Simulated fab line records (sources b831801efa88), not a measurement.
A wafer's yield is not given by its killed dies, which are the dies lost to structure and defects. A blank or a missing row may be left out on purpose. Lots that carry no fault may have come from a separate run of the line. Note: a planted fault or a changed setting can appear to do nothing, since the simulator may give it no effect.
Matching of chambers | flow sky130 | SKY_FIELD_ISO_ETCH_14 on rie-diel-04 has 4 sister chambers
The step etches BARC in N2/H2, stops on SiO2, time 45.9 s, target depth 60 nm. 8 wafers are shown with their chamber, then 10 later ones without.

## WAFERS PAIRED WITH THEIR CHAMBERS
wafer  | chamber | oes-product-au (a.u.) | throttle-valve-pct (%)
L074.5 | 1       | 0.861                 | 13.237
L083.2 | 3       | 0.851                 | 13.214
L083.6 | 3       | 0.855                 | 13.229
L088.2 | 0       | 0.845                 | 13.221
L088.3 | 2       | 0.837                 | 13.241
L088.5 | 2       | 0.854                 | 13.220
L089.1 | 0       | 0.858                 | 13.237
L089.2 | 1       | 0.857                 | 13.219

## WAFERS WHOSE CHAMBER IS MISSING
wafer  | oes-product-au (a.u.) | throttle-valve-pct (%)
L089.6 | 0.860                 | 13.223
L090.1 | 0.854                 | 13.232
L090.3 | 0.855                 | 13.226
L090.6 | 0.851                 | 13.226
L092.2 | 0.853                 | 13.241
L092.3 | 0.845                 | 13.221
L092.5 | 0.857                 | 13.223
L093.1 | 0.853                 | 13.213
L093.2 | 0.851                 | 13.223
L093.3 | 0.862                 | 13.219

## THE CHAMBER EACH PASSED THROUGH
wafer  | from the rows above               | in truth
L089.6 | can't be placed: 1 or 3 or 0 or 2 | 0
L090.1 | can't be placed: 0 or 1 or 3 or 2 | 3
L090.3 | can't be placed: 3 or 0 or 1 or 2 | 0
L090.6 | can't be placed: 0 or 3 or 2 or 1 | 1
L092.2 | can't be placed: 0 or 2 or 1 or 3 | 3
L092.3 | can't be placed: 2 or 3 or 0 or 1 | 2
L092.5 | can't be placed: 1 or 3 or 0 or 2 | 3
L093.1 | can't be placed: 3 or 0 or 1 or 2 | 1
L093.2 | can't be placed: 3 or 0 or 2 or 1 | 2
L093.3 | can't be placed: 1 or 3 or 0 or 2 | 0
Placed correctly: 0 of 10. Not placeable from these rows: 10 (in 10, the candidates include the true chamber). Wrongly placed: 0.
How it was worked out, from the rows above alone: a wafer's distance from a chamber is the root of the sum, over the readings, of the square of ((its reading less the chamber's mean) divided by the reading's scatter). The wafer belongs to the nearest chamber; if the next one is less than 2 further off, it can't be placed. For every chamber, the mean is computed from those of its wafers that are shown. The scatter: the root of (the sum of the squares of (reading less its chamber's mean) over the shown wafers, divided by (wafers less chambers)).
